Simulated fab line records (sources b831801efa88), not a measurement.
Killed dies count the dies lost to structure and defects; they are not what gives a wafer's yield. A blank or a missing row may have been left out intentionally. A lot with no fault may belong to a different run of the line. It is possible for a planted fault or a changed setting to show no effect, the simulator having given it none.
Commonality check across tools	flow sky130	Sampled: 13 lots, 39 wafers

== WHAT PROMPTED THE OPENING ==
At SKY_POLY_GATE_THK_MEAS_04 the reading POLY_GATE_CVD_03_THK is flagged on 2 of 13 lots. Fault-free wafers read 75.3 nm, with a standard deviation of 0.62.
Rule: a lot gets a flag if all its wafers with a number sit over 4 standard deviations from that mean, or if no wafer of it has a number. The other lots count as sound.

lot	measured	on	POLY_GATE_CVD_03_THK (nm), wafer by wafer	flag
L484	day 16 03:13	filmMetro-03	75.4 74.7 75.7	
L483	day 16 04:38	filmMetro-02	75.7 75.5 75.0	
L485	day 16 04:40	filmMetro-04	76.7 77.2 76.7	
L486	day 16 05:58	filmMetro-04	75.8 76.4 75.8	
L489	day 18 09:10	filmMetro-04	75.0 75.2 74.3	
L488	day 18 09:11	filmMetro-02	75.4 75.9 75.1	
L487	day 18 09:11	filmMetro-03	76.0 76.2 76.1	
L495	day 19 09:53	filmMetro-03	98.7 98.1 98.7	FLAGGED
L496	day 19 17:27	filmMetro-04	98.4 98.7 97.9	FLAGGED
L503	day 22 13:37	filmMetro-02	74.8 75.0 74.8	
L504	day 22 23:49	filmMetro-02	74.4 74.6 74.9	
L505	day 23 08:23	filmMetro-02	77.0 76.0 76.3	
L506	day 23 11:44	filmMetro-04	75.6 75.3 76.1	
The mean of the flagged lots' numbers is 98.4 nm, +23.1 nm from the usual (+37 standard deviations).

== LOT BY LOT: THE TOOL USED ==
2 process steps preceding the reading are held in the record, out of 708 steps in the route. Every cell lists first the tool, next ch and the chambers used by the sampled wafers, and last the start.
lot	flag	SKY_FIELD_ISO_ETCH_14	SKY_POLY_GATE_CVD_03
L484		rieDiel-02 ch 0,1,3, day 2 20:38	lpcvd-02 ch 0, day 16 01:52
L483		rieDiel-03 ch 0,1,3, day 2 20:44	lpcvd-02 ch 0, day 16 03:13
L485		rieDiel-04 ch 1,2,3, day 2 20:23	lpcvd-02 ch 0, day 16 03:13
L486		rieDiel-04 ch 1,2, day 2 20:59	lpcvd-02 ch 1, day 16 04:34
L489		rieDiel-02 ch 1,3, day 3 12:02	lpcvd-02 ch 1, day 18 07:08
L488		rieDiel-03 ch 0,1,2, day 3 11:59	lpcvd-02 ch 1, day 18 07:08
L487		rieDiel-04 ch 1,2,3, day 3 06:05	lpcvd-02 ch 1, day 18 07:08
L495	FLAGGED	rieDiel-04 ch 0,2,3, day 4 19:59	lpcvd-02 ch 0, day 19 08:31
L496	FLAGGED	rieDiel-03 ch 0,1,3, day 5 00:11	lpcvd-02 ch 0, day 19 16:05
L503		rieDiel-03 ch 0,2,3, day 6 15:41	lpcvd-02 ch 0, day 22 12:13
L504		rieDiel-02 ch 0,1,3, day 6 22:11	lpcvd-02 ch 0, day 22 22:28
L505		rieDiel-03 ch 0,1, day 7 04:38	lpcvd-02 ch 0, day 23 06:20
L506		rieDiel-02 ch 0,1,3, day 7 11:59	lpcvd-02 ch 1, day 23 10:22
What is done by these steps:
- SKY_FIELD_ISO_ETCH_14: etches BARC in N2/H2, stops on SiO2, time 45.9 s, target depth 60 nm.
- SKY_POLY_GATE_CVD_03: deposits Si3N4 from DCS/NH3, target thk 75 nm, time 1290 s.
- SKY_POLY_GATE_THK_MEAS_04

== FLAGGED OVER TOTAL, TOOL BY TOOL (the gauges that took the reading come last) ==
step	tool	lots run	flagged	share of the flagged lots	sound lots run after its first flagged lot
SKY_FIELD_ISO_ETCH_14	rieDiel-02	4	0	none	-
SKY_FIELD_ISO_ETCH_14	rieDiel-03	5	1	some	2 (L503,L505)
SKY_FIELD_ISO_ETCH_14	rieDiel-04	4	1	some	0
SKY_POLY_GATE_CVD_03	lpcvd-02	13	2	all	4 (L503,L504,L505,L506)
SKY_POLY_GATE_THK_MEAS_04	filmMetro-02	5	0	none	-
SKY_POLY_GATE_THK_MEAS_04	filmMetro-03	3	1	some	0
SKY_POLY_GATE_THK_MEAS_04	filmMetro-04	5	1	some	1 (L506)

== WHAT IS ALLOWED BY THE TABLE ==
Rows of the table that ran each flagged lot: 1, that is lpcvd-02 at SKY_POLY_GATE_CVD_03.
- lpcvd-02 at SKY_POLY_GATE_CVD_03: 2 of its 13 lots flagged. After the first flagged lot (L503, L504, L505, L506), sound lots still ran on it; a lasting fault on the whole tool would not permit that.
None of the table's rows ran every flagged lot and, after the first, no sound lot.

== WHAT WAS PUT IN BY THE SIMULATOR ==
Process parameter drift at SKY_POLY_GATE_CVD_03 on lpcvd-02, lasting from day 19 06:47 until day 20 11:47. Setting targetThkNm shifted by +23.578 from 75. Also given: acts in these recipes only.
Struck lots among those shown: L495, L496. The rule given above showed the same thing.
